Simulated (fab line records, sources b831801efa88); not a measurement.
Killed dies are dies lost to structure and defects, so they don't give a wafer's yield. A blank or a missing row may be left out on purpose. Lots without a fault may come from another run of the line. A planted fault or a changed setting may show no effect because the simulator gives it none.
fab line records | flow gf180mcu
record lots=7 wafers=21 last_day=34
route steps=602 shown DNWELL@39 NWELL@42
lots that met no fault: from a run of the same line without faults
start_h: hours from the record's first day to the start of the lot's first wafer shown | wait_h: hours since the lot's step before | " the same as in the row above | L1.1+2: a row that stands for several wafers | - no value, or no start given | * or withheld: withheld | < > ~ a bound
route shown NAME@n: a module of which the file shows steps, and the number in the route of the first | usual: mean/standard deviation of fault-free wafers | same: alike in all rows | chamber/n: place in a boat | sites: the reading at each site | _std_site: their standard deviation | _edge_site: outer sites' mean less inner sites' | radius_mm: how far each site lies from the wafer's centre | mask NAME#n: copy n | behind: the tool/chamber that last shaped the wafer | hold: why the lot was held/for how many hours/how that ended | device: the transistor (n, p or np) that didn't switch | end of line: the same wafers' tests at the end of the route | a step without rows: its recipe alone | killed: dies lost to structure and defects at the first sort, not the wafer's yield | map: a wafer's dies, x killed, . not, _ none there
set.NAME: the setting as run; set.NAME@STEP: as run at that earlier step | model.NAME: the simulator's own value behind a step, which no gauge read
lots at some steps of the route; a table a step, a row a wafer
services: from which hour (start_h, from the record's first day; less than 0 if before it) a tool's chamber was out of use, for how many hours, and why
## steps
# step GF_DNWELL_IMPLANT_07
# recipe species=P energy_kev=1500 dose_cm2=1e+13 tilt_deg=0
# step GF_DNWELL_STRIP_08
# recipe chemistry=O2/N2 power_w=1400 pressure_mtorr=1500 platen_temp_c=250 o2_flow_sccm=3000 n2_flow_sccm=300 overash_fraction=0.5
# usual drypump_motor_current_A=5.9/0.41 heater_power_w=314/37 oes_product_au=0.722/0.0048 strip_time_to_endpoint_s=36.92/0.099
# columns lot.wafer tool chamber start_h wait_h drypump_motor_current_A heater_power_w oes_product_au rf_hours_counter_h strip_time_to_endpoint_s
L264.1 plasma_asher-01 1 56.37 0.1 5.7 364 0.722 39 36.74
L264.3 " 0 " " 5.5 287 0.728 - 36.95
L264.6 " 0 " " 5.5 286 0.728 - 36.87
L265.1 plasma_asher-01 0 61.28 0.1 5.5 279 0.732 40 36.81
L265.4 " 1 " " 5.7 358 0.729 - 36.71
L265.6 " 0 " " 5.5 281 0.719 - 36.85
L272.4 plasma_asher-02 1 97.21 0.1 6.6 282 0.725 - 36.71
L272.5 " 0 " " 6.3 358 0.717 - 36.74
L272.6 " 1 " " 6.5 277 0.716 - 36.77
L273.3 plasma_asher-01 0 101.10 0.1 5.5 283 0.714 - 36.88
L273.4 " 1 " " 5.7 358 0.722 - 36.95
L273.6 " 0 " " 5.5 287 0.719 - 36.96
L274.1 plasma_asher-03 1 106.13 0.1 5.6 305 0.722 45 36.86
L274.3 " 0 " " 5.6 271 0.720 - 36.94
L274.4 " 1 " " 5.6 296 0.717 - 36.84
L282.2 plasma_asher-01 1 148.47 0.1 5.7 366 0.720 49 37.08
L282.3 " 0 " " 5.5 286 0.724 - 37.03
L282.6 " 0 " " 5.5 285 0.723 - 37.10
L284.1 plasma_asher-03 0 159.27 0.1 5.6 277 0.723 51 36.85
L284.3 " 1 " " 5.6 298 0.724 - 37.04
L284.6 " 1 " " 5.6 303 0.725 - 37.00
# step GF_DNWELL_TW_MEAS_09
# usual DNWELL_TW=1355/13
# columns lot.wafer tool chamber start_h wait_h DNWELL_TW
L264.1 film_metro-02 - 56.47 0.1 1339
L264.3 " - " " 1347
L264.6 " - " " 1348
L265.1 film_metro-02 - 61.38 0.1 1346
L265.4 " - " " 1340
L265.6 " - " " 1342
L272.4 film_metro-01 - 97.31 0.1 1339
L272.5 " - " " 1340
L272.6 " - " " 1346
L273.3 film_metro-03 - 101.19 0.1 1369
L273.4 " - " " 1368
L273.6 " - " " 1354
L274.1 film_metro-01 - 106.23 0.1 1346
L274.3 " - " " 1353
L274.4 " - " " 1352
L282.2 film_metro-01 - 148.58 0.1 1351
L282.3 " - " " 1351
L282.6 " - " " 1351
L284.1 film_metro-01 - 159.37 0.1 1356
L284.3 " - " " 1359
L284.6 " - " " 1359
# step GF_NWELL_DEHYDRATE_00
# recipe temp_c=200 time_s=60
# step GF_NWELL_HMDS_01
# recipe prime_time_s=60 prime_temp_c=120
# step GF_NWELL_COAT_02
# recipe spin_rpm=2000 resist_thk_nm=3000
# step GF_NWELL_SOFTBAKE_03
# recipe temp_c=110 time_s=withheld
# step GF_NWELL_EXPOSE_04
# recipe mask_id=Nwell target_cd_nm=860 na=0.6 source_shape=conventional sigma_outer=0.6 dose_mj=260
# step GF_NWELL_PEB_05
# recipe temp_c=115 time_s=withheld
# step GF_NWELL_DEVELOP_06
# recipe wall_angle_deg=90 develop_time_s=60 dev_temp_c=23
# step GF_NWELL_OVL_MEAS_07
# usual NWELL_OVL=0.8/1.5
# columns lot.wafer tool chamber start_h wait_h NWELL_OVL[nm]
L264.1 overlay-02 - 69.36 - 1.0
L264.3 " - " " 0.7
L264.6 " - " " 0.5
L265.1 overlay-01 - 74.53 - -1.5
L265.4 " - " " -0.6
L265.6 " - " " 0.3
L272.4 overlay-01 - 111.84 - -1.0
L272.5 " - " " 1.8
L272.6 " - " " 1.5
L273.3 overlay-02 - 116.04 - 1.8
L273.4 " - " " 1.1
L273.6 " - " " 1.6
L274.1 overlay-02 - 121.18 - 1.6
L274.3 " - " " 0.6
L274.4 " - " " -2.1
L282.2 overlay-02 - 164.27 - 1.1
L282.3 " - " " 1.2
L282.6 " - " " 0.6
L284.1 overlay-02 - 175.28 - 3.7
L284.3 " - " " 3.8
L284.6 " - " " 0.9
# step GF_NWELL_IMPLANT_08
# recipe species=P energy_kev=450 dose_cm2=1.5e+13 tilt_deg=0
# step GF_NWELL_IMPLANT_09
# recipe species=P energy_kev=160 dose_cm2=4e+12 tilt_deg=0
# usual beam_energy_keV=159.99/0.053 beam_on_s=10.00/0.2 faraday_current_uA=22.6/0.45 tilt_deg=0.001/0.02
# columns lot.wafer tool chamber start_h wait_h beam_energy_keV beam_on_s faraday_current_uA tilt_deg
L264.1 implanter-03 0 69.54 0.1 159.99 10.31 21.9 0.019
L264.3 " 0 " " 159.97 9.86 22.8 0.002
L264.6 " 0 " " 159.96 10.08 22.4 0.008
L265.1 implanter-03 0 74.71 0.1 159.90 9.91 22.9 0.050
L265.4 " 0 " " 159.91 10.02 22.5 0.025
L265.6 " 0 " " 159.87 10.00 22.5 0.036
L272.4 implanter-01 - 112.09 0.1 - - - -
L272.5 " - " " - - - -
L272.6 " - " " - - - -
L273.3 implanter-03 - 116.26 0.1 - - - -
L273.4 " - " " - - - -
L273.6 " - " " - - - -
L274.1 implanter-03 - 121.36 0.1 - - - -
L274.3 " - " " - - - -
L274.4 " - " " - - - -
L282.2 implanter-03 0 164.48 0.1 159.90 9.77 23.2 0.018
L282.3 " 0 " " 159.94 9.68 23.3 0.002
L282.6 " 0 " " 159.84 10.05 22.4 -0.015
L284.1 implanter-02 0 175.46 0.1 159.98 9.83 23.0 -0.012
L284.3 " 0 " " 160.00 10.25 22.0 -0.019
L284.6 " 0 " " 159.99 9.86 22.8 -0.002
# step GF_NWELL_STRIP_10
# recipe chemistry=O2/N2 power_w=1400 pressure_mtorr=1500 platen_temp_c=250 o2_flow_sccm=3000 n2_flow_sccm=300 overash_fraction=0.5
# usual drypump_motor_current_A=5.9/0.45 heater_power_w=306/29 oes_product_au=0.723/0.0043 strip_time_to_endpoint_s=36.95/0.1
# columns lot.wafer tool chamber start_h wait_h drypump_motor_current_A heater_power_w oes_product_au rf_hours_counter_h strip_time_to_endpoint_s
L264.1 plasma_asher-03 1 69.69 0.1 5.6 304 0.728 41 37.03
L264.3 " 0 " " 5.6 278 0.723 - 36.98
L264.6 " 0 " " 5.6 272 0.718 - 37.11
L265.1 plasma_asher-04 1 74.86 0.1 5.6 283 0.721 40 36.89
L265.4 " 1 " " 5.6 277 0.725 - 36.94
L265.6 " 0 " " 5.5 313 0.719 - 36.81
L272.4 plasma_asher-03 0 112.20 0.1 5.6 280 0.725 - 36.88
L272.5 " 0 " " 5.6 280 0.719 - 36.87
L272.6 " 1 " " 5.6 314 0.724 - 36.75
L273.3 plasma_asher-02 0 116.40 0.1 6.3 358 0.728 - 36.87
L273.4 " 1 " " 6.6 275 0.717 - 36.85
L273.6 " 0 " " 6.3 348 0.716 - 36.92
L274.1 plasma_asher-04 1 121.51 0.1 5.6 290 0.726 0 37.18
L274.3 " 0 " " 5.5 317 0.716 - 37.00
L274.4 " 1 " " 5.6 285 0.726 - 37.06
L282.2 plasma_asher-04 1 164.60 0.1 5.6 283 0.723 4 36.94
L282.3 " 1 " " 5.6 293 0.723 - 37.04
L282.6 " 0 " " 5.5 320 0.723 - 36.97
L284.1 plasma_asher-02 1 175.61 0.1 6.6 280 0.718 39 37.07
L284.3 " 1 " " 6.6 282 0.719 - 37.08
L284.6 " 1 " " 6.6 288 0.722 - 37.07
# step GF_NWELL_TW_MEAS_11
# usual NWELL_TW=1580/11
# columns lot.wafer tool chamber start_h wait_h hold NWELL_TW
L264.1 film_metro-01 - 69.79 0.1 - 1565
L264.3 " - " " - 1562
L264.6 " - " " - 1562
L265.1 film_metro-01 - 74.96 0.1 - 1569
L265.4 " - " " - 1570
L265.6 " - " " - 1572
L272.4 film_metro-01 - 112.29 0.1 await_dispo/0.2h/release 1489
L272.5 " - " " await_dispo/0.2h/release 1490
L272.6 " - " " await_dispo/0.2h/release 1495
L272.4 film_metro-01 - 112.52 0.2 - 1500
L272.5 " - " " - 1492
L272.6 " - " " - 1493
L273.3 film_metro-03 - 116.48 0.1 await_dispo/0.2h/release 1515
L273.4 " - " " await_dispo/0.2h/release 1519
L273.6 " - " " await_dispo/0.2h/release 1513
L273.3 film_metro-03 - 116.71 0.2 - 1512
L273.4 " - " " - 1509
L273.6 " - " " - 1523
L274.1 film_metro-04 - 121.61 0.1 await_dispo/0.2h/release 1486
L274.3 " - " " await_dispo/0.2h/release 1493
L274.4 " - " " await_dispo/0.2h/release 1494
L274.1 film_metro-04 - 121.87 0.2 - 1493
L274.3 " - " " - 1489
L274.4 " - " " - 1493
L282.2 film_metro-01 - 164.71 0.1 - 1582
L282.3 " - " " - 1577
L282.6 " - " " - 1577
L284.1 film_metro-03 - 175.71 0.1 - 1591
L284.3 " - " " - 1589
L284.6 " - " " - 1584
## services
# columns tool chamber start_h hours kind
plasma_asher-03 - 42.35 0.8 repair
plasma_asher-03 - 50.26 0.8 repair
implanter-03 - 50.53 1.7 repair
implanter-03 - 81.92 5.0 pm
plasma_asher-02 - 84.97 2.8 pm
plasma_asher-04 - 108.75 9.0 pm
plasma_asher-04 0 108.75 9.0 vent_cycle
plasma_asher-04 1 108.75 9.0 vent_cycle
plasma_asher-02 - 114.58 1.0 repair
plasma_asher-04 0 117.75 - clean
plasma_asher-04 1 117.75 - clean
plasma_asher-01 - 120.19 0.3 repair
implanter-01 - 123.72 1.8 repair
## key
first_sign step=GF_NWELL_IMPLANT_09 reading=tool_record direction=missing
effect step=GF_NWELL_TW_MEAS_11 reading=visit direction=added
effect step=GF_NWELL_TW_MEAS_11 reading=NWELL_TW direction=down sigmas=7.2 usual=1580 struck=1499
met_at GF_NWELL_IMPLANT_09
struck_wafers L272.4,L272.5,L272.6,L273.3,L273.4,L273.6,L274.1,L274.3,L274.4
later_rows_left_out L272.4,L272.5,L272.6,L273.3,L273.4,L273.6,L274.1,L274.3,L274.4
sort_left_out L272.4,L272.5,L272.6,L273.3,L273.4,L273.6,L274.1,L274.3,L274.4
tester_left_out L272,L273,L274
onset_between 74.71 112.09
fault kind=skipped_step_whole tool=implanter-01,implanter-03 chamber=- onset_h=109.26 steps=GF_NWELL_IMPLANT_09 scope=struck_lots_only
# tester_left_out: of these lots the tester's yield and bins aren't shown, on N5 and GAA mostly nor the transistor test; their killed dies are dies lost to structure and defects alone, not to doping, threshold or leakage, so they don't give the yield
# sort_left_out: the simulated sort isn't trusted on such a fault, so these wafers' sort isn't shown, and their yield isn't known
# later_rows_left_out: the simulator's readings of these wafers behind a module that went badly wrong aren't trusted and aren't shown, but for the sort
